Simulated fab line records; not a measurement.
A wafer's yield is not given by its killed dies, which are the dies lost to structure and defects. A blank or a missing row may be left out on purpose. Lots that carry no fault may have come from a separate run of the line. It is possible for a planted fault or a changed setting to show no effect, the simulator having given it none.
Which tool is to blame? | flow gf180mcu | 13 lots, 39 wafers sampled, at 4 steps of a route of 602

## WHAT EACH GAUGE READ, for each wafer
GF_PSD_TW_MEAS_11.
lot  | measured     | on            | PSD_TW
L123 | day 15 04:52 | film_metro-04 | 3096 3115 3097
L121 | day 15 05:10 | film_metro-03 | 3157 3152 3157
L124 | day 15 21:25 | film_metro-04 | 3110 3119 3115
L125 | day 16 01:13 | film_metro-03 | 3163 3122 3146
L128 | day 16 13:53 | film_metro-03 | 3119 3119 3130
L127 | day 16 15:50 | film_metro-02 | 3210 3209 3210
L130 | day 17 21:56 | film_metro-04 | 3111 3102 3104
L131 | day 17 22:35 | film_metro-03 | 3170 3164 3173
L132 | day 18 13:37 | film_metro-04 | 3113 3126 3111
L139 | day 21 01:13 | film_metro-04 | 3117 3106 3132
L140 | day 21 10:11 | film_metro-02 | 3212 3209 3214
L142 | day 21 21:25 | film_metro-03 | 3122 3116 3126
L143 | day 22 03:22 | film_metro-04 | 3137 3147 3141

GF_PSD_RS_MEAS_15: measures by four-point-probe.
lot  | measured     | on            | PSD_RS (ohm/sq)
L123 | day 15 05:11 | film_metro-02 | 108.18 108.21 108.51
L121 | day 15 05:29 | film_metro-03 | 108.53 108.50 108.19
L124 | day 15 21:44 | film_metro-02 | 108.59 108.92 108.31
L125 | day 16 01:32 | film_metro-02 | 109.11 108.49 108.97
L128 | day 16 14:14 | film_metro-02 | 108.98 108.81 108.79
L127 | day 16 16:10 | film_metro-02 | 108.39 108.56 108.27
L130 | day 17 22:16 | film_metro-04 | 108.54 108.93 108.57
L131 | day 17 22:54 | film_metro-02 | 108.16 108.53 108.21
L132 | day 18 13:56 | film_metro-03 | 108.53 108.52 108.25
L139 | day 21 01:32 | film_metro-02 | 108.62 108.49 108.60
L140 | day 21 10:30 | film_metro-04 | 108.45 108.33 108.07
L142 | day 21 21:53 | film_metro-03 | 108.19 108.45 108.29
L143 | day 22 03:41 | film_metro-02 | 109.07 108.35 108.46

GF_CONTACT_THK_MEAS_01.
lot  | measured     | on            | CONTACT_CVD_00_THK (nm)
L123 | day 16 02:38 | film_metro-04 | 299 296 299
L121 | day 16 04:11 | film_metro-04 | 305 302 301
L124 | day 16 20:32 | film_metro-01 | 292 295 304
L125 | day 17 00:41 | film_metro-04 | 298 308 306
L128 | day 17 14:25 | film_metro-01 | 303 301 304
L127 | day 17 16:11 | film_metro-02 | 297 296 306
L130 | day 18 23:30 | film_metro-04 | 245 235 240
L131 | day 18 23:48 | film_metro-02 | 238 234 234
L132 | day 19 15:42 | film_metro-01 | 245 236 244
L139 | day 22 02:05 | film_metro-04 | 301 293 295
L140 | day 22 11:10 | film_metro-01 | 301 300 303
L142 | day 22 21:44 | film_metro-01 | 298 302 303
L143 | day 23 03:54 | film_metro-02 | 304 302 303

## EACH LOT AND THE TOOL THAT RAN IT (in order: tool; ch and the chambers of the sampled wafers; start)
lot  | GF_CONTACT_CVD_00
L123 | hdpcvd-01 ch 0,1, day 16 02:35
L121 | hdpcvd-01 ch 0,1,2, day 16 04:08
L124 | hdpcvd-02 ch 0,2, day 16 20:29
L125 | hdpcvd-02 ch 0,2, day 17 00:38
L128 | hdpcvd-01 ch 1,2, day 17 14:21
L127 | hdpcvd-02 ch 0,1, day 17 16:08
L130 | hdpcvd-01 ch 1,2, day 18 23:27
L131 | hdpcvd-01 ch 0,1, day 18 23:46
L132 | hdpcvd-01 ch 1,2, day 19 15:38
L139 | hdpcvd-02 ch 1,2, day 22 02:03
L140 | hdpcvd-01 ch 0,1, day 22 11:07
L142 | hdpcvd-02 ch 1,2, day 22 21:41
L143 | hdpcvd-01 ch 0,1,2, day 23 03:52
- GF_CONTACT_CVD_00: deposits SiO2, target thk 300 nm, time 50 s.

## WHAT THE TOOLS THEMSELVES READ (means of the sampled wafers that have a number; where no wafer has one, the mark that the record gives instead)
GF_CONTACT_CVD_00.
lot  | tool      | pressure_mtorr (mTorr) | sih4_flow_sccm (sccm)
L123 | hdpcvd-01 | 6.000                  | 60.16
L121 | hdpcvd-01 | 6.007                  | 59.94
L124 | hdpcvd-02 | 6.018                  | 60.07
L125 | hdpcvd-02 | 6.006                  | 59.75
L128 | hdpcvd-01 | 5.991                  | 60.01
L127 | hdpcvd-02 | 5.997                  | 60.03
L130 | hdpcvd-01 | 6.012                  | 48.20
L131 | hdpcvd-01 | 5.997                  | 47.93
L132 | hdpcvd-01 | 6.005                  | 48.03
L139 | hdpcvd-02 | 5.999                  | 60.04
L140 | hdpcvd-01 | 6.006                  | 59.88
L142 | hdpcvd-02 | 6.000                  | 59.70
L143 | hdpcvd-01 | 5.999                  | 60.09

## THE ANSWER, worked out from the rows above alone
Rule: the usual values come from the lots themselves. Put in order of their means at a reading, lots are off if they are a third of the lots or fewer, leave a main group of 4 or more, and stand apart from it by a gap of 3 or more times the standard deviation of the main group's means; of several such gaps the widest counts. If all means in a main group match to the digits the tables above print for the reading, that group is not used. A lot without any number at a reading at which 4 lots or more have one is off too. Any other lot the step has rows for is counted as sound. The gauges are gone through in route order, then the tools' own readings, and for those a lot's mean is taken as printed above. At the first step where some lot is off, the reading lying furthest off is the one used; lots without a number count as furthest.
Off: L130, L131, L132, at GF_CONTACT_THK_MEAS_01 (CONTACT_CVD_00_THK). Main group: mean 301 nm, sd 2.6.
A tool fits if, at a process step before that reading, it ran every lot that is off, and no sound lot after the first of them. The gauges at GF_CONTACT_THK_MEAS_01 aren't tried: what is off there is off at GF_CONTACT_CVD_00 too, on other tools, and a gauge's error can't cause that. Of those tried, none fits.

## WHAT HAD BEEN PUT IN BY THE SIMULATOR
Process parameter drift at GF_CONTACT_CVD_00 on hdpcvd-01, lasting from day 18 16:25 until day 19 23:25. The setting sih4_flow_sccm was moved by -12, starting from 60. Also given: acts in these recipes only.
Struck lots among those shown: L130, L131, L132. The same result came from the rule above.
